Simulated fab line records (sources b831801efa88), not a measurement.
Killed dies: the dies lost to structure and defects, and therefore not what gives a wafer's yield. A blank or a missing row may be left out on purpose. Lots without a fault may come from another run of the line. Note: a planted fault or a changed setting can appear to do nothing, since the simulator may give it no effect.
Which tool is to blame? ; flow sky130 ; 7 lots with 21 wafers sampled at 2 steps, on a route of 708 steps

## WHAT THE GAUGES SHOWED, per wafer
SKY_POLY_GATE_THK_MEAS_01.
lot;measured;on;POLY_GATE_CVD_00_THK (nm)
L320;day 14 09:16;filmMetro-01;182.0 180.7 183.7
L322;day 15 05:05;filmMetro-02;181.5 179.9 181.1
L325;day 15 23:13;filmMetro-03;180.8 177.6 178.1
L328;day 17 08:22;filmMetro-03;178.9 178.4 177.3
L332;day 18 12:44;filmMetro-01;254.1 255.0 254.8
L340;day 21 09:08;filmMetro-01;181.2 180.1 182.7
L342;day 22 02:55;filmMetro-03;179.5 176.3 177.4

## TOOL THAT RAN EACH LOT (tool first, then ch and the chambers of the sampled wafers, then the start)
lot;SKY_POLY_GATE_CVD_00
L320;lpcvd-01 ch 1, day 14 08:03
L322;lpcvd-01 ch 0, day 15 03:53
L325;lpcvd-01 ch 1, day 15 21:59
L328;lpcvd-01 ch 0, day 17 07:08
L332;lpcvd-01 ch 1, day 18 11:31
L340;lpcvd-01 ch 0, day 21 07:55
L342;lpcvd-01 ch 1, day 22 01:43
- SKY_POLY_GATE_CVD_00: deposits poly-Si, target thk 180 nm, time 720 s.

## THE ANSWER, worked out from the rows above alone
Rule: the usual values come from the lots themselves. Put in order of their means at a reading, lots are off if they are a third of the lots or fewer, leave a main group of 4 or more, and stand apart from it by a gap of 3 or more times the standard deviation of the main group's means; of several such gaps the widest counts. A main group is skipped when, at the precision printed for the reading in the tables above, its means are all equal. Also off: a lot with no number at a reading for which 4 or more lots have one. The other lots that the step has rows for count as sound.
Off: at SKY_POLY_GATE_THK_MEAS_01 (POLY_GATE_CVD_00_THK), L332. Mean 179.8 nm and standard deviation 1.7 in the main group.
If a tool, at a process step before that reading, ran all the lots that are off and no sound lot after the first of them, it fits. The gauges at SKY_POLY_GATE_THK_MEAS_01 are tried like those tools. None of those tried fits.

## WHAT WAS PUT IN BY THE SIMULATOR
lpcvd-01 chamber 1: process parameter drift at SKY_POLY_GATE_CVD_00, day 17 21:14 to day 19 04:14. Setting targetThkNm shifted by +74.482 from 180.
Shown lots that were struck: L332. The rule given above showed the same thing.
